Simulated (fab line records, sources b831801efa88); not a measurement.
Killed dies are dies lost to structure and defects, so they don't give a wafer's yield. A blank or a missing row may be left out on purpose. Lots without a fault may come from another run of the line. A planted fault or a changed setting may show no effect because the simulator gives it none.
fab line records | flow sky130
record lots=13 wafers=39 last_day=50
route steps=708 shown FIELD_ISO@5 LDD_N@247 SD_N@349
lots that met no fault: from a run of the same line without faults
start_h: hours from the record's first day to the start of the lot's first wafer shown | wait_h: hours since the lot's step before | " the same as in the row above | L1.1+2: a row that stands for several wafers | - no value, or no start given | * or withheld: withheld | < > ~ a bound
route shown NAME@n: a module of which the file shows steps, and the number in the route of the first | usual: mean/standard deviation of fault-free wafers | same: alike in all rows | chamber/n: place in a boat | sites: the reading at each site | _std_site: their standard deviation | _edge_site: outer sites' mean less inner sites' | radius_mm: how far each site lies from the wafer's centre | mask NAME#n: copy n | behind: the tool/chamber that last shaped the wafer | hold: why the lot was held/for how many hours/how that ended | device: the transistor (n, p or np) that didn't switch | end of line: the same wafers' tests at the end of the route | a step without rows: its recipe alone | killed: dies lost to structure and defects at the first sort, not the wafer's yield | map: a wafer's dies, x killed, . not, _ none there
set.NAME: the setting as run; set.NAME@STEP: as run at that earlier step | model.NAME: the simulator's own value behind a step, which no gauge read
steps of the route over a sample of lots; a table a step, a row a wafer
services: from which hour (start_h, from the record's first day; less than 0 if before it) a tool's chamber was out of use, for how many hours, and why
## steps
# step SKY_FIELD_ISO_THK_MEAS_04
# recipe reads=Si3N4_of_FIELD_ISO_CVD_03
# usual FIELD_ISO_CVD_03_THK=165.2/1.5
# columns lot.wafer tool chamber start_h wait_h FIELD_ISO_CVD_03_THK[nm]
L951.2 film_metro-03 - 18.49 0.0 167.2
L951.4 " - " " 167.8
L951.6 " - " " 166.8
L953.2 film_metro-04 - 29.28 0.0 163.7
L953.5 " - " " 163.9
L953.6 " - " " 163.3
L955.1 film_metro-04 - 40.90 0.0 166.4
L955.2 " - " " 167.0
L955.5 " - " " 166.2
L957.2 film_metro-02 - 52.01 0.0 166.1
L957.5 " - " " 165.3
L957.6 " - " " 165.8
L958.3 film_metro-02 - 56.09 0.0 165.8
L958.4 " - " " 166.7
L958.5 " - " " 164.8
L959.1 film_metro-03 - 61.47 0.0 163.6
L959.5 " - " " 166.7
L959.6 " - " " 165.0
L960.3 film_metro-04 - 63.50 0.0 167.8
L960.4 " - " " 167.4
L960.5 " - " " 167.6
L964.3 film_metro-02 - 83.77 0.0 167.1
L964.4 " - " " 166.7
L964.5 " - " " 165.1
L967.2 film_metro-04 - 98.94 0.0 166.4
L967.4 " - " " 167.0
L967.6 " - " " 167.2
L969.1 film_metro-03 - 110.22 0.0 164.9
L969.3 " - " " 163.9
L969.6 " - " " 164.8
L971.4 film_metro-02 - 121.38 0.0 163.8
L971.5 " - " " 162.2
L971.6 " - " " 161.9
L972.1 film_metro-03 - 129.66 0.0 165.6
L972.4 " - " " 165.5
L972.6 " - " " 166.5
L973.1 film_metro-03 - 135.06 0.0 163.6
L973.4 " - " " 163.7
L973.6 " - " " 164.8
# step SKY_LDD_N_IMPLANT_10
# recipe species=As energy_kev=20 dose_cm2=7.5e+13 tilt_deg=withheld rotation_deg=203
# usual beam_on_s=9.99/0.2 dose_ions_cm2=7.5e+13/8.4e+10
# columns lot.wafer tool chamber start_h wait_h beam_on_s dose_ions_cm2
L951.2 implanter-04 0 415.77 0.1 10.18 7.497e+13
L951.4 " 0 " " 9.94 7.492e+13
L951.6 " 0 " " 10.19 7.496e+13
L953.2 implanter-03 0 442.51 0.1 10.18 7.513e+13
L953.5 " 0 " " 9.96 7.498e+13
L953.6 " 0 " " 10.07 7.499e+13
L955.1 implanter-01 0 456.79 0.1 10.29 7.503e+13
L955.2 " 0 " " 10.11 7.505e+13
L955.5 " 0 " " 9.73 7.501e+13
L958.3 implanter-03 0 476.79 0.1 9.83 7.511e+13
L958.4 " 0 " " 10.52 7.504e+13
L958.5 " 0 " " 9.82 7.505e+13
L957.2 implanter-01 0 477.47 0.1 9.90 7.495e+13
L957.5 " 0 " " 9.86 7.498e+13
L957.6 " 0 " " 9.91 7.487e+13
L959.1 implanter-03 0 491.27 0.1 9.99 7.498e+13
L959.5 " 0 " " 9.64 7.489e+13
L959.6 " 0 " " 10.14 7.511e+13
L960.3 implanter-04 0 500.37 0.1 10.01 7.499e+13
L960.4 " 0 " " 9.75 7.501e+13
L960.5 " 0 " " 9.60 7.498e+13
L964.3 implanter-01 0 531.62 0.1 9.97 7.509e+13
L964.4 " 0 " " 9.71 7.507e+13
L964.5 " 0 " " 10.11 7.512e+13
L967.2 implanter-04 0 556.57 0.1 11.21 8.472e+13
L967.4 " 0 " " 10.80 8.463e+13
L967.6 " 0 " " 11.09 8.475e+13
L969.1 implanter-04 0 570.20 0.1 11.12 8.493e+13
L969.3 " 0 " " 11.01 8.49e+13
L969.6 " 0 " " 11.35 8.481e+13
L971.4 implanter-03 0 597.49 0.1 10.09 7.494e+13
L971.5 " 0 " " 10.13 7.502e+13
L971.6 " 0 " " 9.97 7.51e+13
L972.1 implanter-03 0 604.92 0.1 9.80 7.506e+13
L972.4 " 0 " " 9.78 7.503e+13
L972.6 " 0 " " 10.00 7.511e+13
L973.1 implanter-03 0 614.32 0.1 9.71 7.499e+13
L973.4 " 0 " " 10.28 7.48e+13
L973.6 " 0 " " 10.05 7.499e+13
# step SKY_SD_N_CD_MEAS_07
# recipe target_cd_nm=380
# usual cd_nm=380.5/2.5
# columns lot.wafer tool chamber start_h wait_h cd_nm
L951.2 cd_sem-02 - 663.43 0.1 376.9
L951.4 " - " " 377.5
L951.6 " - " " 377.7
L953.2 cd_sem-02 - 686.55 0.1 381.6
L953.5 " - " " 382.6
L953.6 " - " " 380.6
L955.1 cd_sem-02 - 696.75 0.1 381.7
L955.2 " - " " 378.7
L955.5 " - " " 381.9
L958.3 cd_sem-01 - 715.62 0.1 383.1
L958.4 " - " " 381.4
L958.5 " - " " 381.8
L957.2 cd_sem-01 - 717.57 0.1 379.5
L957.5 " - " " 376.5
L957.6 " - " " 382.2
L959.1 cd_sem-01 - 729.86 0.1 376.6
L959.5 " - " " 376.0
L959.6 " - " " 378.2
L960.3 cd_sem-01 - 738.94 0.1 379.9
L960.4 " - " " 378.0
L960.5 " - " " 378.5
L964.3 cd_sem-02 - 766.45 0.1 379.8
L964.4 " - " " 381.2
L964.5 " - " " 379.5
L967.2 cd_sem-02 - 788.40 0.1 383.0
L967.4 " - " " 380.7
L967.6 " - " " 381.6
L969.1 cd_sem-01 - 801.10 0.1 378.7
L969.3 " - " " 379.5
L969.6 " - " " 379.3
L971.4 cd_sem-01 - 823.21 0.1 378.1
L971.5 " - " " 380.7
L971.6 " - " " 381.2
L972.1 cd_sem-02 - 829.21 0.1 380.6
L972.4 " - " " 381.7
L972.6 " - " " 380.0
L973.1 cd_sem-02 - 841.80 0.1 382.7
L973.4 " - " " 379.9
L973.6 " - " " 379.6
# step SKY_SD_N_STRIP_11
# recipe chemistry=O2/N2 power_w=1400 pressure_mtorr=1500 platen_temp_c=withheld o2_flow_sccm=3000 n2_flow_sccm=300 overash_fraction=0.5
# usual chamber_pressure_mTorr=1499.9/1.5 drypump_motor_current_A=5.4/0.56 oes_product_au=0.528/0.0049 strip_time_to_endpoint_s=22.53/0.053
# columns lot.wafer tool chamber start_h wait_h chamber_pressure_mTorr drypump_motor_current_A oes_product_au rf_hours_counter_h strip_time_to_endpoint_s
L951.2 plasma_asher-03 1 663.87 0.1 1498.8 5.7 0.526 23 22.61
L951.4 " 1 " " 1499.9 5.7 0.524 - 22.61
L951.6 " 0 " " 1501.0 4.9 0.524 - 22.62
L953.2 plasma_asher-04 0 686.99 0.1 1503.9 6.2 0.531 86 22.45
L953.5 " 0 " " 1500.0 6.2 0.532 - 22.45
L953.6 " 1 " " 1500.7 4.8 0.527 - 22.46
L955.1 plasma_asher-02 0 697.21 0.1 1498.8 5.9 0.531 101 22.45
L955.2 " 1 " " 1498.9 5.0 0.527 101 22.44
L955.5 " 0 " " 1498.3 5.9 0.529 - 22.45
L958.3 plasma_asher-04 1 716.07 0.1 1500.1 4.8 0.533 - 22.57
L958.4 " 0 " " 1499.7 6.2 0.529 - 22.55
L958.5 " 0 " " 1499.7 6.2 0.528 - 22.52
L957.2 plasma_asher-02 1 718.01 0.1 1499.2 5.0 0.528 102 22.55
L957.5 " 0 " " 1498.9 5.9 0.526 - 22.60
L957.6 " 1 " " 1500.6 4.9 0.525 - 22.48
L959.1 plasma_asher-02 1 730.32 0.1 1500.5 5.0 0.531 104 22.56
L959.5 " 1 " " 1497.7 5.0 0.527 - 22.58
L959.6 " 0 " " 1498.9 5.8 0.525 - 22.57
L960.3 plasma_asher-03 0 739.39 0.1 1501.0 4.9 0.530 - 22.59
L960.4 " 1 " " 1500.4 5.7 0.525 - 22.59
L960.5 " 1 " " 1500.9 5.7 0.525 - 22.61
L964.3 plasma_asher-04 0 766.90 0.1 1498.6 6.3 0.528 - 22.65
L964.4 " 1 " " 1503.1 4.8 0.534 - 22.61
L964.5 " 1 " " 1500.8 4.8 0.532 - 22.64
L967.2 plasma_asher-04 0 788.84 0.1 1500.5 6.2 0.524 96 22.49
L967.4 " 0 " " 1499.9 6.2 0.526 - 22.56
L967.6 " 1 " " 1502.4 4.8 0.532 - 22.58
L969.1 plasma_asher-04 1 801.56 0.1 1499.4 4.8 0.523 98 22.53
L969.3 " 1 " " 1502.3 4.8 0.530 - 22.58
L969.6 " 0 " " 1500.0 6.2 0.532 - 22.55
L971.4 plasma_asher-02 1 823.64 0.1 1497.5 5.0 0.530 - 22.57
L971.5 " 1 " " 1500.0 5.0 0.529 - 22.55
L971.6 " 0 " " 1500.2 5.9 0.522 - 22.60
L972.1 plasma_asher-04 1 829.67 0.1 1502.3 4.8 0.533 101 22.53
L972.4 " 0 " " 1500.3 6.2 0.534 - 22.48
L972.6 " 1 " " 1500.3 4.8 0.526 - 22.52
L973.1 plasma_asher-03 1 842.26 0.1 1500.0 5.7 0.530 40 22.46
L973.4 " 1 " " 1499.4 5.7 0.525 - 22.45
L973.6 " 1 " " 1500.4 5.7 0.540 - 22.47
## services
# columns tool chamber start_h hours kind
implanter-03 - 413.90 2.6 repair
plasma_asher-04 - 414.44 2.8 pm
plasma_asher-03 - 421.25 9.0 pm
implanter-01 - 435.09 4.0 repair
plasma_asher-04 - 441.30 0.4 repair
implanter-04 - 459.45 5.1 repair
plasma_asher-02 - 460.69 2.4 repair
implanter-04 - 462.45 2.5 repair
implanter-04 - 475.28 1.4 repair
plasma_asher-02 - 478.60 1.2 repair
implanter-04 - 485.54 11.1 repair
implanter-01 - 512.90 6.0 pm
implanter-01 - 519.48 2.9 pm
implanter-03 - 528.62 19.5 pm
implanter-01 - 539.08 19.1 repair
implanter-04 - 540.93 0.9 repair
plasma_asher-03 - 552.33 1.2 repair
plasma_asher-02 - 578.95 2.8 pm
implanter-03 - 661.16 14.7 pm
implanter-04 - 673.35 4.7 pm
plasma_asher-02 - 733.75 9.0 pm
implanter-03 - 737.62 3.9 repair
implanter-03 - 796.63 2.9 pm
plasma_asher-04 - 823.22 2.2 repair
## key
first_sign step=SKY_LDD_N_IMPLANT_10 reading=dose_ions_cm2 direction=up sigmas=99+ usual=* struck=*
effect step=SKY_LDD_N_IMPLANT_10 reading=beam_on_s direction=up sigmas=5.5 usual=9.99 struck=11.10
met_at SKY_LDD_N_IMPLANT_10
struck_lots L967,L969
tester_left_out L967,L969
not_acting_at SKY_FIELD_ISO_THK_MEAS_04,SKY_SD_N_CD_MEAS_07,SKY_SD_N_STRIP_11
onset_between 500.37 556.57
fault kind=process_parameter_drift tool=implanter-04 chamber=- onset_h=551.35 steps=SKY_LDD_N_IMPLANT_10 channel=dose_cm2 offset=* shape=step end_h=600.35 acts_in=* stated=*
# tester_left_out: of these lots the tester's yield and bins aren't shown, on N5 and GAA mostly nor the transistor test; their killed dies are dies lost to structure and defects alone, not to doping, threshold or leakage, so they don't give the yield
